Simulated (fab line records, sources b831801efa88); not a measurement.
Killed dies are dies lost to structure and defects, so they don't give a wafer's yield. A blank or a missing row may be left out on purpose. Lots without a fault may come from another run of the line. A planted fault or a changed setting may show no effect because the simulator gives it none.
One fault seen from 2 desks | flow gf180mcu | each desk has only its own numbers; what lay behind them comes last

THE METROLOGY DESK
What the gauges read, lot by lot, whatever tool the lot ran on: means of the sampled wafers that have a number. A lot is out of limits, marked OUT, if its mean lies more than 4 standard deviations from the usual mean; the brackets give that distance.
Columns: A = MIM_ALCU_RS at GF_MIM_RS_MEAS_10, usual 0.1608 ohm/sq
lot  | first seen here | A
L700 | day 24 19:27    | 0.1585
L703 | day 25 18:45    | 0.1572
L704 | day 26 00:33    | 0.1607
L706 | day 26 12:20    | 0.1609
L707 | day 26 21:15    | 0.1588
L708 | day 27 03:53    | 0.1601
L709 | day 27 08:35    | 0.1598
L711 | day 27 23:57    | 0.1605
L716 | day 29 18:07    | 0.1627
L719 | day 30 13:42    | 0.1624
L721 | day 30 20:05    | 0.1603
L722 | day 31 01:52    | 0.1614
L723 | day 31 12:10    | 0.1608
This desk's finding: nothing out of limits on any of the 13 lots.

THE TOOL OWNER'S DESK: rie_metal-04
The tool's own readings at GF_TOP_METAL_METAL_ETCH_16 (etches the open film in Cl2/BCl3, stops on SiO2, target depth 1077.5 nm, time 179.6 s): means of the sampled wafers that have a number, for each lot that ran on this tool. A lot is out of limits, marked OUT, if its mean lies more than 4 standard deviations from the usual mean; the brackets give that distance.
Columns: A = drypump_motor_current_A at GF_TOP_METAL_METAL_ETCH_16, usual 5.76 A; B = oes_product_au at GF_TOP_METAL_METAL_ETCH_16, usual 0.965 a.u.; C = rf_fwd_power_W at GF_TOP_METAL_METAL_ETCH_16, usual 797.2 W; D = throttle_valve_pct at GF_TOP_METAL_METAL_ETCH_16, usual 28.258 %
lot  | first seen here | A    | B                | C               | D
L706 | day 29 22:06    | 5.78 | 0.967            | 799.2           | 28.251
L708 | day 30 17:20    | 5.80 | 0.967            | 796.7           | 28.255
L719 | day 33 10:35    | 5.78 | 0.926 (-5.6) OUT | 712.0 (-33) OUT | 28.298 (+4.0) OUT
This desk's finding: out of limits on L719; first on L719, day 33 10:35 (oes_product_au at GF_TOP_METAL_METAL_ETCH_16). In limits: L706, L708.

PUT TOGETHER
The tool owner's desk could have raised an alarm at day 33 10:35, on L719.
The metrology desk saw nothing out of limits.
The metrology desk has L719 on record, within its limits.
Of the lots named, all ran GF_TOP_METAL_METAL_ETCH_16 on rie_metal-04.

WHAT THE SIMULATOR HAD PUT IN
Process parameter drift: rie_metal-04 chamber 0, from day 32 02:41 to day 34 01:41, at GF_TOP_METAL_METAL_ETCH_16. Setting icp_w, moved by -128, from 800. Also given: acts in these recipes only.
Lots struck among those shown: L719.
Hours from the fault's start to each desk's first reading out of limits: the tool owner's desk, 32.
